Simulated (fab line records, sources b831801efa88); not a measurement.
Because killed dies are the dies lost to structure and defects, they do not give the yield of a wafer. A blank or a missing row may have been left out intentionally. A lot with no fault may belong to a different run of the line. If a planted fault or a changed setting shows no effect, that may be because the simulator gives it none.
Which tool did it? :: flow sky130 :: 13 lots, 36 wafers sampled, at 4 steps of a route of 708

WHAT THE GAUGES SHOWED, per wafer
SKY_RES_XHIGH_TW_MEAS_09. Usual: RES_XHIGH_TW 1646, standard deviation 18.
lot: L884
measured: day 28 05:25
on: filmMetro-03
RES_XHIGH_TW: 1625 1615 1627
flag: 

lot: L885
measured: day 28 12:37
on: filmMetro-02
RES_XHIGH_TW: 1669 1672 1672
flag: 

lot: L886
measured: day 28 17:41
on: filmMetro-03
RES_XHIGH_TW: 1627 1626 1625
flag: 

lot: L893
measured: day 29 10:33
on: filmMetro-04
RES_XHIGH_TW: 1645 1637 1642
flag: 

lot: L892
measured: day 29 11:14
on: filmMetro-02
RES_XHIGH_TW: 1664 1662
flag: 

lot: L891
measured: day 29 11:29
on: filmMetro-03
RES_XHIGH_TW: 1628 1627
flag: 

lot: L896
measured: day 29 18:18
on: filmMetro-02
RES_XHIGH_TW: 1662 1673
flag: 

lot: L898
measured: day 35 03:30
on: filmMetro-03
RES_XHIGH_TW: 1607 1620 1618
flag: 

lot: L899
measured: day 35 15:16
on: filmMetro-04
RES_XHIGH_TW: 1643 1634 1647
flag: 

lot: L902
measured: day 35 17:29
on: filmMetro-04
RES_XHIGH_TW: 1660 1657 1649
flag: 

lot: L901
measured: day 35 18:41
on: filmMetro-02
RES_XHIGH_TW: 1679 1669 1673
flag: 

lot: L907
measured: day 36 00:15
on: filmMetro-03
RES_XHIGH_TW: 1622 1637 1634
flag: 

lot: L906
measured: day 36 02:53
on: filmMetro-03
RES_XHIGH_TW: 1626 1626 1625
flag: 

SKY_CONTACT_OVL_MEAS_15. Usual: CONTACT_OVL 2 nm, standard deviation 5.6.
lot: L884
measured: day 33 05:05
on: overlay-02
CONTACT_OVL (nm): -4 1 1
flag: 

lot: L885
measured: day 33 10:46
on: overlay-02
CONTACT_OVL (nm): -5 -6 -1
flag: 

lot: L886
measured: day 33 15:04
on: overlay-01
CONTACT_OVL (nm): -14 -10 6
flag: 

lot: L893
measured: day 34 06:00
on: overlay-02
CONTACT_OVL (nm): 0 3 -4
flag: 

lot: L892
measured: day 34 06:37
on: overlay-02
CONTACT_OVL (nm): 8 -1
flag: 

lot: L891
measured: day 34 07:33
on: overlay-02
CONTACT_OVL (nm): 1 -3
flag: 

lot: L896
measured: day 34 13:43
on: overlay-02
CONTACT_OVL (nm): 9 5
flag: 

lot: L898
measured: day 39 17:34
on: overlay-01
CONTACT_OVL (nm): 6 6 12
flag: 

lot: L899
measured: day 40 05:56
on: overlay-02
CONTACT_OVL (nm): -4 0 0
flag: 

lot: L902
measured: day 40 07:16
on: overlay-02
CONTACT_OVL (nm): 6 4 3
flag: 

lot: L901
measured: day 40 09:56
on: overlay-01
CONTACT_OVL (nm): 8 5 3
flag: 

lot: L907
measured: day 40 15:25
on: overlay-02
CONTACT_OVL (nm): 3 3 5
flag: 

lot: L906
measured: day 40 16:22
on: overlay-01
CONTACT_OVL (nm): 6 0 -1
flag: 

TOOL THAT RAN EACH LOT (tool first, then ch and the chambers of the sampled wafers, then the start)
lot: L884
SKY_LI_CONTACT_STRIP_16: plasmaAsher-01 ch 0,1, day 30 18:26
SKY_CONTACT_CMP_04: cmp-01 ch 1,2, day 32 00:37

lot: L885
SKY_LI_CONTACT_STRIP_16: plasmaAsher-03 ch 0,1, day 31 00:23
SKY_CONTACT_CMP_04: cmp-02 ch 0,2, day 32 05:53

lot: L886
SKY_LI_CONTACT_STRIP_16: plasmaAsher-04 ch 0,1, day 31 04:29
SKY_CONTACT_CMP_04: cmp-01 ch 0,2,3, day 32 11:05

lot: L893
SKY_LI_CONTACT_STRIP_16: plasmaAsher-04 ch 0,1, day 31 20:38
SKY_CONTACT_CMP_04: cmp-02 ch 1,2,3, day 33 02:35

lot: L892
SKY_LI_CONTACT_STRIP_16: plasmaAsher-01 ch 0,1, day 31 20:58
SKY_CONTACT_CMP_04: cmp-01 ch 0,1, day 33 02:56

lot: L891
SKY_LI_CONTACT_STRIP_16: plasmaAsher-04 ch 0,1, day 31 21:50
SKY_CONTACT_CMP_04: cmp-01 ch 0,1, day 33 03:14

lot: L896
SKY_LI_CONTACT_STRIP_16: plasmaAsher-04 ch 0, day 32 03:33
SKY_CONTACT_CMP_04: cmp-01 ch 1,3, day 33 10:26

lot: L898
SKY_LI_CONTACT_STRIP_16: plasmaAsher-01 ch 0,1, day 37 10:38
SKY_CONTACT_CMP_04: cmp-01 ch 0,1,2, day 38 16:22

lot: L899
SKY_LI_CONTACT_STRIP_16: plasmaAsher-03 ch 0,1, day 37 23:22
SKY_CONTACT_CMP_04: cmp-01 ch 1,2,3, day 39 04:15

lot: L902
SKY_LI_CONTACT_STRIP_16: plasmaAsher-03 ch 0,1, day 38 01:12
SKY_CONTACT_CMP_04: cmp-01 ch 0,2,3, day 39 05:53

lot: L901
SKY_LI_CONTACT_STRIP_16: plasmaAsher-04 ch 0,1, day 38 03:13
SKY_CONTACT_CMP_04: cmp-02 ch 0,2,3, day 39 07:54

lot: L907
SKY_LI_CONTACT_STRIP_16: plasmaAsher-01 ch 0,1, day 38 08:26
SKY_CONTACT_CMP_04: cmp-02 ch 0,2,3, day 39 12:42

lot: L906
SKY_LI_CONTACT_STRIP_16: plasmaAsher-04 ch 0,1, day 38 10:44
SKY_CONTACT_CMP_04: cmp-01 ch 1,2,3, day 39 14:21
- SKY_LI_CONTACT_STRIP_16: strips in O2/N2.
- SKY_CONTACT_CMP_04: polishes SiO2.

AS READ BY THE TOOLS THEMSELVES (means over the sampled wafers that have a number; for cases with no such wafer, the mark the record gives instead)
SKY_LI_CONTACT_STRIP_16. Usual: drypumpMotorCurrentA 5.69 A, standard deviation 0.24; oesProductAu 0.377 a.u., standard deviation 0.0051; stripTimeToEndpointS 3.51 s, standard deviation 0.052.
lot: L884
tool: plasmaAsher-01
drypumpMotorCurrentA (A): 5.88
oesProductAu (a.u.): 0.377
stripTimeToEndpointS (s): 3.51
flag: 

lot: L885
tool: plasmaAsher-03
drypumpMotorCurrentA (A): 5.27
oesProductAu (a.u.): 0.378
stripTimeToEndpointS (s): 3.50
flag: 

lot: L886
tool: plasmaAsher-04
drypumpMotorCurrentA (A): 5.81
oesProductAu (a.u.): 0.377
stripTimeToEndpointS (s): 3.53
flag: 

lot: L893
tool: plasmaAsher-04
drypumpMotorCurrentA (A): 5.79
oesProductAu (a.u.): 0.374
stripTimeToEndpointS (s): 3.51
flag: 

lot: L892
tool: plasmaAsher-01
drypumpMotorCurrentA (A): 5.82
oesProductAu (a.u.): 0.373
stripTimeToEndpointS (s): 3.49
flag: 

lot: L891
tool: plasmaAsher-04
drypumpMotorCurrentA (A): 5.83
oesProductAu (a.u.): 0.378
stripTimeToEndpointS (s): 3.55
flag: 

lot: L896
tool: plasmaAsher-04
drypumpMotorCurrentA (A): 5.79
oesProductAu (a.u.): 0.382
stripTimeToEndpointS (s): 3.53
flag: 

lot: L898
tool: plasmaAsher-01
drypumpMotorCurrentA (A): 5.87
oesProductAu (a.u.): 0.384
stripTimeToEndpointS (s): 3.57
flag: 

lot: L899
tool: plasmaAsher-03
drypumpMotorCurrentA (A): 5.37
oesProductAu (a.u.): 0.378
stripTimeToEndpointS (s): 3.52
flag: 

lot: L902
tool: plasmaAsher-03
drypumpMotorCurrentA (A): 5.25
oesProductAu (a.u.): 0.374
stripTimeToEndpointS (s): 3.48
flag: 

lot: L901
tool: plasmaAsher-04
drypumpMotorCurrentA (A): 5.82
oesProductAu (a.u.): 0.377
stripTimeToEndpointS (s): 3.54
flag: 

lot: L907
tool: plasmaAsher-01
drypumpMotorCurrentA (A): 5.87
oesProductAu (a.u.): 0.379
stripTimeToEndpointS (s): 3.50
flag: 

lot: L906
tool: plasmaAsher-04
drypumpMotorCurrentA (A): 5.80
oesProductAu (a.u.): 0.374
stripTimeToEndpointS (s): 3.51
flag: 

SKY_CONTACT_CMP_04. Usual: motorCurrentA 12.4 A, standard deviation 1; retainingRingPressureFrac 1.000, standard deviation 0.0052; timeToEndpointS 83 s, standard deviation 6.1.
lot: L884
tool: cmp-01
motorCurrentA (A): 11.7
retainingRingPressureFrac: 0.998
timeToEndpointS (s): 87
flag: 

lot: L885
tool: cmp-02
motorCurrentA (A): 12.5
retainingRingPressureFrac: 0.999
timeToEndpointS (s): 79
flag: 

lot: L886
tool: cmp-01
motorCurrentA (A): 12.7
retainingRingPressureFrac: 0.999
timeToEndpointS (s): 89
flag: 

lot: L893
tool: cmp-02
motorCurrentA (A): 12.5
retainingRingPressureFrac: 0.999
timeToEndpointS (s): 80
flag: 

lot: L892
tool: cmp-01
motorCurrentA (A): 12.4
retainingRingPressureFrac: 1.003
timeToEndpointS (s): 94
flag: 

lot: L891
tool: cmp-01
motorCurrentA (A): 12.2
retainingRingPressureFrac: 1.004
timeToEndpointS (s): 93
flag: 

lot: L896
tool: cmp-01
motorCurrentA (A): 11.2
retainingRingPressureFrac: 0.996
timeToEndpointS (s): 94
flag: 

lot: L898
tool: cmp-01
motorCurrentA (A): 12.4
retainingRingPressureFrac: 0.999
timeToEndpointS (s): 81
flag: 

lot: L899
tool: cmp-01
motorCurrentA (A): 12.2
retainingRingPressureFrac: 0.999
timeToEndpointS (s): 84
flag: 

lot: L902
tool: cmp-01
motorCurrentA (A): 13.2
retainingRingPressureFrac: 1.000
timeToEndpointS (s): 85
flag: 

lot: L901
tool: cmp-02
motorCurrentA (A): 12.5
retainingRingPressureFrac: 0.998
timeToEndpointS (s): 81
flag: 

lot: L907
tool: cmp-02
motorCurrentA (A): 12.4
retainingRingPressureFrac: 1.003
timeToEndpointS (s): 81
flag: 

lot: L906
tool: cmp-01
motorCurrentA (A): 12.4
retainingRingPressureFrac: 0.995
timeToEndpointS (s): 80
flag: 

THE ANSWER, worked out from the rows above alone
Rule: a lot is off if the mean of its wafers that have a number lies more than 3 standard deviations from the usual mean. Also off: a lot with no number at a reading for which 4 or more lots have one. The other lots that the step has rows for count as sound. Order of review: gauges by route order, followed by the tools' own readings, for which a lot's mean as printed above is used. At the first step where some lot is off, the reading lying furthest off is the one used; lots without a number count as furthest.
No lot is off on any of the readings shown, so nothing can be concluded from this.

WHAT THE SIMULATOR PUT IN
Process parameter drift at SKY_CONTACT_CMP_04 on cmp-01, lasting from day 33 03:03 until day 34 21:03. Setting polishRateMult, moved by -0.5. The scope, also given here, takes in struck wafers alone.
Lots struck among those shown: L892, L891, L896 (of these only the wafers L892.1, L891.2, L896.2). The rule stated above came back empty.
